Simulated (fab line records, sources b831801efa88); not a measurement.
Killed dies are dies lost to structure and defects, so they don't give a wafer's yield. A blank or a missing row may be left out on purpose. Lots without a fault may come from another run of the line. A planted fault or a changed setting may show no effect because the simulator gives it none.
fab line records | flow gf180mcu
record lots=6 wafers=18 last_day=34
route steps=602 shown V4@492 MIM@503
lots that met no fault: from a run of the same line without faults
start_h: hours from the record's first day to the start of the lot's first wafer shown | wait_h: hours since the lot's step before | " the same as in the row above | L1.1+2: a row that stands for several wafers | - no value, or no start given | * or withheld: withheld | < > ~ a bound
route shown NAME@n: a module of which the file shows steps, and the number in the route of the first | usual: mean/standard deviation of fault-free wafers | same: alike in all rows | chamber/n: place in a boat | sites: the reading at each site | _std_site: their standard deviation | _edge_site: outer sites' mean less inner sites' | radius_mm: how far each site lies from the wafer's centre | mask NAME#n: copy n | behind: the tool/chamber that last shaped the wafer | hold: why the lot was held/for how many hours/how that ended | device: the transistor (n, p or np) that didn't switch | end of line: the same wafers' tests at the end of the route | a step without rows: its recipe alone | killed: dies lost to structure and defects at the first sort, not the wafer's yield | map: a wafer's dies, x killed, . not, _ none there
set.NAME: the setting as run; set.NAME@STEP: as run at that earlier step | model.NAME: the simulator's own value behind a step, which no gauge read
lots at some steps of the route; a table a step, a row a wafer
services: from which hour (start_h, from the record's first day; less than 0 if before it) a tool's chamber was out of use, for how many hours, and why
## steps
# step GF_V4_ETCH_16
# recipe chemistry=N2/H2 target_depth_a=withheld overetch_a=withheld time_s=withheld target=BARC ion_energy_ev=200 source_w=500 bias_w=100 pressure_mtorr=30 n2_flow_sccm=100 h2_flow_sccm=200
# step GF_V4_ETCH_17
# recipe chemistry=C4F8/O2/Ar mask_material=KrF target=SiO2 stop_on=TiN source_w=1500 bias_w=1200 pressure_mtorr=40 c4f8_flow_sccm=withheld O2_flow_sccm=6 Ar_flow_sccm=300 time_s=withheld target_depth_a=6300
# usual oes_product_au=0.855/0.0046
# columns lot.wafer tool chamber start_h wait_h oes_product_au
L611.2 rie_diel-01 0 - - 0.852
L611.4 " 3 " " 0.853
L611.5 " 3 " " 0.853
L617.2 rie_diel-04 0 - - 0.862
L617.4 " 2 " " 0.859
L617.6 " 0 " " 0.845
L622.1 rie_diel-04 1 - - 0.859
L622.4 " 3 " " 0.854
L622.5 " 2 " " 0.846
L623.2 rie_diel-03 1 - - 0.856
L623.4 " 3 " " 0.853
L623.5 " 0 " " 0.849
L630.1 rie_diel-04 0 - - 0.863
L630.2 " 3 " " 0.851
L630.4 " 1 " " 0.861
L632.1 rie_diel-03 0 - - 0.849
L632.2 " 1 " " 0.855
L632.5 " 0 " " 0.861
# step GF_V4_STRIP_18
# recipe chemistry=O2/N2 power_w=1400 pressure_mtorr=1500 platen_temp_c=250 o2_flow_sccm=3000 n2_flow_sccm=300 overash_fraction=0.5
# step GF_V4_STRIP_19
# recipe chemistry=post_etch_residue_remover time_s=1200 temp_c=72.5
# step GF_V4_CLEAN_20
# recipe chemistry=DIW dry=n2_spin
# step GF_V4_SPUTTER_21
# recipe material=Ti target_thk_nm=15 chamber_pressure_pa=5 power_w=2500 substrate_temp_c=200 time_s=80.02
# usual cathode_dc_power_W=2500.0/0.44 chamber_pressure_pa=4.999/0.01 throttle_valve_pct=29.6/0.91
# columns lot.wafer tool chamber start_h wait_h cathode_dc_power_W chamber_pressure_pa throttle_valve_pct
L611.2 pvd_sputter-04 - 564.76 0.0 2499.6 4.997 30.0
L611.4 " - " " 2499.8 5.008 30.9
L611.5 " - " " 2500.4 4.996 30.7
L617.2 pvd_sputter-01 - 615.52 0.0 2499.5 4.989 29.4
L617.4 " - " " 2500.0 4.992 27.8
L617.6 " - " " 2499.2 4.996 28.6
L622.1 pvd_sputter-03 - 652.28 0.0 2500.0 4.998 29.4
L622.4 " - " " 2500.3 4.996 31.4
L622.5 " - " " 2500.1 4.986 28.9
L623.2 pvd_sputter-04 - 662.30 0.0 2500.5 5.000 29.8
L623.4 " - " " 2500.0 5.002 30.9
L623.5 " - " " 2500.3 5.007 29.6
L630.1 pvd_sputter-03 - 706.68 0.0 2500.7 5.001 29.4
L630.2 " - " " 2500.1 5.005 29.5
L630.4 " - " " 2500.1 4.973 29.1
L632.1 pvd_sputter-01 - 717.98 0.0 2500.4 5.001 27.8
L632.2 " - " " 2499.3 4.991 29.0
L632.5 " - " " 2500.0 4.990 28.9
# step GF_V4_SPUTTER_22
# recipe material=TiN target_thk_nm=10 chamber_pressure_pa=5 power_w=4000 time_s=40
# usual cathode_dc_power_W=3999.9/0.76 chamber_pressure_pa=5.000/0.0092 throttle_valve_pct=29.6/0.93
# columns lot.wafer tool chamber start_h wait_h cathode_dc_power_W chamber_pressure_pa throttle_valve_pct
L611.2 pvd_sputter-04 - 564.82 0.0 3999.7 4.995 29.7
L611.4 " - " " 4000.2 4.995 31.0
L611.5 " - " " 3998.8 5.008 31.1
L617.2 pvd_sputter-01 - 615.58 0.0 4000.0 5.009 29.3
L617.4 " - " " 3999.7 4.994 27.7
L617.6 " - " " 4001.4 5.004 28.9
L622.1 pvd_sputter-03 - 652.34 0.0 3999.1 5.015 29.6
L622.4 " - " " 4000.2 4.990 31.3
L622.5 " - " " 3999.9 4.981 29.3
L623.2 pvd_sputter-04 - 662.36 0.0 3999.1 4.983 29.6
L623.4 " - " " 4000.7 5.002 30.8
L623.5 " - " " 3999.5 4.995 29.4
L630.1 pvd_sputter-03 - 706.74 0.0 4000.3 4.987 29.4
L630.2 " - " " 4001.0 5.000 29.4
L630.4 " - " " 3999.7 4.994 28.8
L632.1 pvd_sputter-01 - 718.04 0.0 4000.4 4.986 27.8
L632.2 " - " " 3999.6 4.984 29.1
L632.5 " - " " 3999.8 5.006 28.8
# step GF_V4_CVD_23
# recipe material=W target_thk_nm=350 time_s=104.9 temp_c=400 pressure_torr=40
# step GF_V4_RS_MEAS_24
# recipe thk_meas_gauge=four-point-probe reads=W_of_V4_CVD_23+TiN_of_V4_SPUTTER_22+Ti_of_V4_SPUTTER_21
# usual V4_W_RS=0.3276/0.0029
# columns lot.wafer tool chamber start_h wait_h V4_W_RS[ohm/sq]
L611.2 film_metro-02 - 565.00 0.1 0.3291
L611.4 " - " " 0.3255
L611.5 " - " " 0.3253
L617.2 film_metro-04 - 615.75 0.1 0.3259
L617.4 " - " " 0.3279
L617.6 " - " " 0.3279
L622.1 film_metro-04 - 652.49 0.1 0.3261
L622.4 " - " " 0.3311
L622.5 " - " " 0.3275
L623.2 film_metro-03 - 662.54 0.1 0.3264
L623.4 " - " " 0.3256
L623.5 " - " " 0.3294
L630.1 film_metro-02 - 706.89 0.1 0.3267
L630.2 " - " " 0.3278
L630.4 " - " " 0.3291
L632.1 film_metro-04 - 718.19 0.1 0.3281
L632.2 " - " " 0.3295
L632.5 " - " " 0.3310
# step GF_V4_THK_MEAS_25
# recipe thk_meas_gauge=xrf reads=W_of_V4_CVD_23
# usual V4_W_THK=359/5
# columns lot.wafer tool chamber start_h wait_h V4_W_THK[nm]
L611.2 film_metro-02 - 565.11 0.1 359
L611.4 " - " " 362
L611.5 " - " " 363
L617.2 film_metro-04 - 615.86 0.1 365
L617.4 " - " " 361
L617.6 " - " " 361
L622.1 film_metro-04 - 652.61 0.1 366
L622.4 " - " " 359
L622.5 " - " " 364
L623.2 film_metro-03 - 662.65 0.1 359
L623.4 " - " " 360
L623.5 " - " " 356
L630.1 film_metro-02 - 707.01 0.1 354
L630.2 " - " " 356
L630.4 " - " " 350
L632.1 film_metro-04 - 718.31 0.1 362
L632.2 " - " " 361
L632.5 " - " " 359
# step GF_V4_CMP_26
# recipe stop_on=SiO2 down_force_psi=3.5 platen_rpm=60 t_overpolish_s=15 target_thk_nm=0 pad_velocity_m_s=0.94248
# step GF_MIM_SPUTTER_00
# recipe material=Ti target_thk_nm=37.5 arriving_ion_energy_ev=80 substrate_temp_c=200 chamber_pressure_pa=2 power_w=4000 time_s=150
# usual cathode_dc_power_W=4000.1/0.74 chamber_pressure_pa=2.000/0.0035 throttle_valve_pct=29.2/0.85
# columns lot.wafer tool chamber start_h wait_h cathode_dc_power_W chamber_pressure_pa throttle_valve_pct
L611.2 pvd_sputter-01 - 565.46 0.2 4000.6 2.002 28.7
L611.4 " - " " 4000.2 1.996 29.6
L611.5 " - " " 4001.0 2.003 28.4
L617.2 pvd_sputter-03 - 616.21 0.2 3999.0 2.006 28.9
L617.4 " - " " 3999.5 2.003 29.0
L617.6 " - " " 3999.6 2.005 29.3
L622.1 pvd_sputter-01 - 652.97 0.2 3999.0 2.001 28.9
L622.4 " - " " 4000.3 1.997 27.6
L622.5 " - " " 4000.2 1.996 28.7
L623.2 pvd_sputter-01 - 663.00 0.1 4000.7 2.004 29.4
L623.4 " - " " 4000.1 2.000 28.5
L623.5 " - " " 4000.7 2.004 29.1
L630.1 pvd_sputter-03 - 707.37 0.2 4001.1 2.002 29.4
L630.2 " - " " 3999.2 2.001 29.3
L630.4 " - " " 4000.8 2.001 31.5
L632.1 pvd_sputter-02 - 718.67 0.2 4000.7 1.993 27.9
L632.2 " - " " 3999.9 2.000 29.4
L632.5 " - " " 4000.3 1.994 29.9
# step GF_MIM_SPUTTER_01
# recipe material=TiN target_thk_nm=30 power_w=6500 time_s=25 chamber_pressure_pa=0.4
# usual cathode_dc_power_W=6500.1/1.2 chamber_pressure_pa=0.4001/0.00087 throttle_valve_pct=29.2/0.86
# columns lot.wafer tool chamber start_h wait_h cathode_dc_power_W chamber_pressure_pa throttle_valve_pct
L611.2 pvd_sputter-01 - 565.56 0.1 6501.1 0.4001 28.9
L611.4 " - " " 6499.3 0.4013 29.4
L611.5 " - " " 6500.8 0.4002 28.8
L617.2 pvd_sputter-03 - 616.31 0.1 6499.9 0.4004 28.9
L617.4 " - " " 6496.5 0.4002 29.2
L617.6 " - " " 6502.1 0.4004 28.8
L622.1 pvd_sputter-01 - 653.07 0.1 - - -
L622.4 " - " " - - -
L622.5 " - " " - - -
L623.2 pvd_sputter-01 - 663.10 0.1 - - -
L623.4 " - " " - - -
L623.5 " - " " - - -
L630.1 pvd_sputter-03 - 707.47 0.1 6498.4 0.4002 29.6
L630.2 " - " " 6500.5 0.3987 29.4
L630.4 " - " " 6499.5 0.4008 31.4
L632.1 pvd_sputter-02 - 718.77 0.1 6497.9 0.3993 27.8
L632.2 " - " " 6501.0 0.3999 29.7
L632.5 " - " " 6503.0 0.4003 29.6
# step GF_MIM_SPUTTER_02
# recipe material=AlCu target_thk_nm=450 power_w=10600 time_s=23.9 chamber_pressure_pa=0.4
# usual cathode_dc_power_W=10600/2 chamber_pressure_pa=0.3999/0.00075 throttle_valve_pct=29.2/0.84
# columns lot.wafer tool chamber start_h wait_h cathode_dc_power_W chamber_pressure_pa throttle_valve_pct
L611.2 pvd_sputter-01 - 565.59 0.0 10602 0.3998 28.9
L611.4 " - " " 10597 0.3999 29.5
L611.5 " - " " 10601 0.4002 28.8
L617.2 pvd_sputter-03 - 616.34 0.0 10601 0.4001 28.8
L617.4 " - " " 10598 0.3991 29.1
L617.6 " - " " 10601 0.4007 29.0
L622.1 pvd_sputter-01 - 653.11 0.0 10600 0.4008 29.1
L622.4 " - " " 10601 0.4011 27.8
L622.5 " - " " 10603 0.3989 28.9
L623.2 pvd_sputter-01 - 663.13 0.0 10598 0.4003 29.4
L623.4 " - " " 10597 0.4008 28.9
L623.5 " - " " 10597 0.4007 28.8
L630.1 pvd_sputter-03 - 707.50 0.0 10601 0.3993 29.3
L630.2 " - " " 10603 0.3989 29.2
L630.4 " - " " 10600 0.4005 31.5
L632.1 pvd_sputter-02 - 718.80 0.0 10604 0.3990 27.9
L632.2 " - " " 10599 0.4020 29.6
L632.5 " - " " 10603 0.3995 29.7
## services
# columns tool chamber start_h hours kind
rie_diel-03 1 543.50 10.3 repair
rie_diel-01 3 544.66 9.9 repair
pvd_sputter-04 - 547.61 17.1 repair
pvd_sputter-02 - 562.78 9.5 repair
rie_diel-03 1 566.48 11.9 repair
rie_diel-04 2 570.79 6.5 repair
rie_diel-01 3 579.58 4.2 repair
rie_diel-04 1 586.39 9.1 repair
pvd_sputter-01 - 602.63 1.8 repair
pvd_sputter-04 - 611.63 0.7 repair
rie_diel-04 - 621.65 1.9 repair
rie_diel-01 3 631.51 14.9 repair
rie_diel-03 - 631.64 4.3 pm
rie_diel-03 0 645.55 8.0 repair
rie_diel-03 2 656.09 16.1 repair
rie_diel-04 - 658.80 0.2 repair
rie_diel-03 - 672.42 0.5 repair
rie_diel-03 3 678.29 15.7 repair
rie_diel-01 0 679.47 4.1 repair
rie_diel-01 1 685.58 5.0 repair
rie_diel-03 2 686.22 4.6 repair
pvd_sputter-01 - 689.62 0.5 repair
pvd_sputter-03 - 700.83 1.9 repair
rie_diel-01 0 712.00 3.1 repair
## key
first_sign step=GF_MIM_SPUTTER_01 reading=tool_record direction=missing
effect none on later readings
met_at GF_MIM_SPUTTER_01
struck_wafers L622.1,L622.4,L622.5,L623.2,L623.4,L623.5
later_rows_left_out L622.1,L622.4,L622.5,L623.2,L623.4,L623.5
sort_left_out L622.1,L622.4,L622.5,L623.2,L623.4,L623.5
onset_between 565.56 653.07
fault kind=skipped_step_whole tool=pvd_sputter-01 chamber=- onset_h=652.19 steps=GF_MIM_SPUTTER_01 scope=struck_lots_only
# sort_left_out: the simulated sort isn't trusted on such a fault, so these wafers' sort isn't shown, and their yield isn't known
# later_rows_left_out: the simulator's readings of these wafers behind a module that went badly wrong aren't trusted and aren't shown, but for the sort
